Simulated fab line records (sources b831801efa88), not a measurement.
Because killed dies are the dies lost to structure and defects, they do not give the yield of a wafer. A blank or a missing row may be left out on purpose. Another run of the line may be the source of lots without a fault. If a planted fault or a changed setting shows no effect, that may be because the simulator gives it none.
Which tool is to blame? :: flow gf180mcu :: 15 lots with 45 wafers sampled at 3 steps, on a route of 602 steps

== WHAT THE GAUGES SHOWED, per wafer ==
GF_V3_BOW_MEAS_05. Usual: V3_BOW 114 um, standard deviation 7.9.
lot: L327
measured: day 21 13:02
on: film-metro-02
V3_BOW (um): 98 102 106
flag: 

lot: L329
measured: day 22 06:10
on: film-metro-01
V3_BOW (um): 118 114 112
flag: 

lot: L331
measured: day 23 02:27
on: film-metro-03
V3_BOW (um): 113 111 119
flag: 

lot: L332
measured: day 23 11:55
on: film-metro-01
V3_BOW (um): 126 114 118
flag: 

lot: L334
measured: day 23 21:16
on: film-metro-01
V3_BOW (um): 120 123 118
flag: 

lot: L336
measured: day 24 21:11
on: film-metro-02
V3_BOW (um): 113 118 112
flag: 

lot: L337
measured: day 25 03:28
on: film-metro-02
V3_BOW (um): 116 116 119
flag: 

lot: L338
measured: day 25 15:47
on: film-metro-02
V3_BOW (um): 111 106 112
flag: 

lot: L343
measured: day 27 02:56
on: film-metro-02
V3_BOW (um): 117 111 105
flag: 

lot: L344
measured: day 27 06:46
on: film-metro-03
V3_BOW (um): 116 115 111
flag: 

lot: L345
measured: day 27 19:06
on: film-metro-01
V3_BOW (um): 114 112 101
flag: 

lot: L346
measured: day 27 20:25
on: film-metro-03
V3_BOW (um): 103 118 122
flag: 

lot: L347
measured: day 28 03:14
on: film-metro-01
V3_BOW (um): 126 131 120
flag: 

lot: L349
measured: day 28 13:25
on: film-metro-02
V3_BOW (um): 99 98 107
flag: 

lot: L350
measured: day 29 00:28
on: film-metro-03
V3_BOW (um): 106 101 114
flag: 

GF_V4_THK_MEAS_25: measures by xrf. Usual: V4_W_THK 351 nm, standard deviation 4.2.
lot: L327
measured: day 24 14:26
on: film-metro-01
V4_W_THK (nm): 347 346 351
flag: 

lot: L329
measured: day 25 05:08
on: film-metro-04
V4_W_THK (nm): 354 354 352
flag: 

lot: L331
measured: day 26 01:05
on: film-metro-04
V4_W_THK (nm): 347 343 347
flag: 

lot: L332
measured: day 26 09:56
on: film-metro-01
V4_W_THK (nm): 342 343 349
flag: 

lot: L334
measured: day 26 18:18
on: film-metro-04
V4_W_THK (nm): 353 347 350
flag: 

lot: L336
measured: day 27 16:50
on: film-metro-01
V4_W_THK (nm): 342 346 344
flag: 

lot: L337
measured: day 27 21:59
on: film-metro-04
V4_W_THK (nm): 356 357 353
flag: 

lot: L338
measured: day 28 09:37
on: film-metro-03
V4_W_THK (nm): 349 354 352
flag: 

lot: L343
measured: day 29 17:17
on: film-metro-04
V4_W_THK (nm): 355 354 356
flag: 

lot: L344
measured: day 29 22:16
on: film-metro-01
V4_W_THK (nm): 352 348 349
flag: 

lot: L345
measured: day 30 09:26
on: film-metro-03
V4_W_THK (nm): 353 347 352
flag: 

lot: L346
measured: day 30 11:14
on: film-metro-01
V4_W_THK (nm): 351 359 353
flag: 

lot: L347
measured: day 30 17:04
on: film-metro-04
V4_W_THK (nm): 358 353 359
flag: 

lot: L349
measured: day 31 02:59
on: film-metro-04
V4_W_THK (nm): 353 349 349
flag: 

lot: L350
measured: day 31 11:27
on: film-metro-03
V4_W_THK (nm): 360 348 360
flag: 

== EACH LOT AND THE TOOL THAT RAN IT (in order: tool; ch and the chambers of the sampled wafers; start) ==
lot: L327
GF_V3_ETCH_16: rie-diel-03 ch 0,1,3, day 22 12:47

lot: L329
GF_V3_ETCH_16: rie-diel-03 ch 1,2,3, day 23 05:32

lot: L331
GF_V3_ETCH_16: rie-diel-03 ch 0,1,2, day 24 01:29

lot: L332
GF_V3_ETCH_16: rie-diel-03 ch 0,2, day 24 10:29

lot: L334
GF_V3_ETCH_16: rie-diel-01 ch 0,2,3, day 24 19:41

lot: L336
GF_V3_ETCH_16: rie-diel-03 ch 1,2,3, day 25 18:56

lot: L337
GF_V3_ETCH_16: rie-diel-02 ch 0,3, day 26 00:10

lot: L338
GF_V3_ETCH_16: rie-diel-01 ch 2,3, day 26 13:05

lot: L343
GF_V3_ETCH_16: rie-diel-02 ch 1,2,3, day 27 22:56

lot: L344
GF_V3_ETCH_16: rie-diel-01 ch 0,2,3, day 28 02:29

lot: L345
GF_V3_ETCH_16: rie-diel-02 ch 1,3, day 28 15:20

lot: L346
GF_V3_ETCH_16: rie-diel-03 ch 1,3, day 28 17:00

lot: L347
GF_V3_ETCH_16: rie-diel-02 ch 1,2, day 28 23:23

lot: L349
GF_V3_ETCH_16: rie-diel-01 ch 0,1, day 29 09:17

lot: L350
GF_V3_ETCH_16: rie-diel-01 ch 0,1, day 29 19:05
- GF_V3_ETCH_16: etches BARC in N2/H2.

== AS READ BY THE TOOLS THEMSELVES (means over the sampled wafers that have a number; for cases with no such wafer, the mark the record gives instead) ==
GF_V3_ETCH_16. Usual: drypump-motor-current-A 5.7 A, standard deviation 0.59; oes-product-au 0.856 a.u., standard deviation 0.0051; throttle-valve-pct 13.224 %, standard deviation 0.009.
lot: L327
tool: rie-diel-03
drypump-motor-current-A (A): 5.7
oes-product-au (a.u.): 0.853
throttle-valve-pct (%): 13.229
flag: 

lot: L329
tool: rie-diel-03
drypump-motor-current-A (A): 5.3
oes-product-au (a.u.): 0.862
throttle-valve-pct (%): 13.219
flag: 

lot: L331
tool: rie-diel-03
drypump-motor-current-A (A): 5.6
oes-product-au (a.u.): 0.855
throttle-valve-pct (%): 13.228
flag: 

lot: L332
tool: rie-diel-03
drypump-motor-current-A (A): 6.2
oes-product-au (a.u.): 0.857
throttle-valve-pct (%): 13.227
flag: 

lot: L334
tool: rie-diel-01
drypump-motor-current-A (A): 5.7
oes-product-au (a.u.): 0.853
throttle-valve-pct (%): 13.230
flag: 

lot: L336
tool: rie-diel-03
drypump-motor-current-A (A): 5.2
oes-product-au (a.u.): 0.857
throttle-valve-pct (%): 13.228
flag: 

lot: L337
tool: rie-diel-02
drypump-motor-current-A (A): 6.0
oes-product-au (a.u.): 0.860
throttle-valve-pct (%): 13.228
flag: 

lot: L338
tool: rie-diel-01
drypump-motor-current-A (A): 5.9
oes-product-au (a.u.): 0.852
throttle-valve-pct (%): 13.223
flag: 

lot: L343
tool: rie-diel-02
drypump-motor-current-A (A): 5.9
oes-product-au (a.u.): 0.856
throttle-valve-pct (%): 13.230
flag: 

lot: L344
tool: rie-diel-01
drypump-motor-current-A (A): 5.8
oes-product-au (a.u.): 0.852
throttle-valve-pct (%): 13.215
flag: 

lot: L345
tool: rie-diel-02
drypump-motor-current-A (A): 5.5
oes-product-au (a.u.): 0.851
throttle-valve-pct (%): 13.229
flag: 

lot: L346
tool: rie-diel-03
drypump-motor-current-A (A): 5.4
oes-product-au (a.u.): 0.853
throttle-valve-pct (%): 13.228
flag: 

lot: L347
tool: rie-diel-02
drypump-motor-current-A (A): 6.2
oes-product-au (a.u.): 0.855
throttle-valve-pct (%): 13.220
flag: 

lot: L349
tool: rie-diel-01
drypump-motor-current-A (A): 5.1
oes-product-au (a.u.): 0.851
throttle-valve-pct (%): 13.218
flag: 

lot: L350
tool: rie-diel-01
drypump-motor-current-A (A): 5.1
oes-product-au (a.u.): 0.859
throttle-valve-pct (%): 13.228
flag: 

== THE ANSWER, worked out from the rows above alone ==
Rule: take the mean of a lot's wafers that have a number; if it is more than 3 standard deviations from the usual mean, the lot is off. Also off: a lot with no number at a reading for which 4 or more lots have one. All remaining lots with rows at the step are treated as sound. After the gauges, taken in route order, come the tools' own readings; for these a lot's mean is taken, as printed above. The first step at which some lot is off is used, and at that step the reading that is off furthest; a lot without a number counts as furthest.
No lot is off on any of the readings shown, so nothing can be concluded from this.

== WHAT THE SIMULATOR HAD PUT IN ==
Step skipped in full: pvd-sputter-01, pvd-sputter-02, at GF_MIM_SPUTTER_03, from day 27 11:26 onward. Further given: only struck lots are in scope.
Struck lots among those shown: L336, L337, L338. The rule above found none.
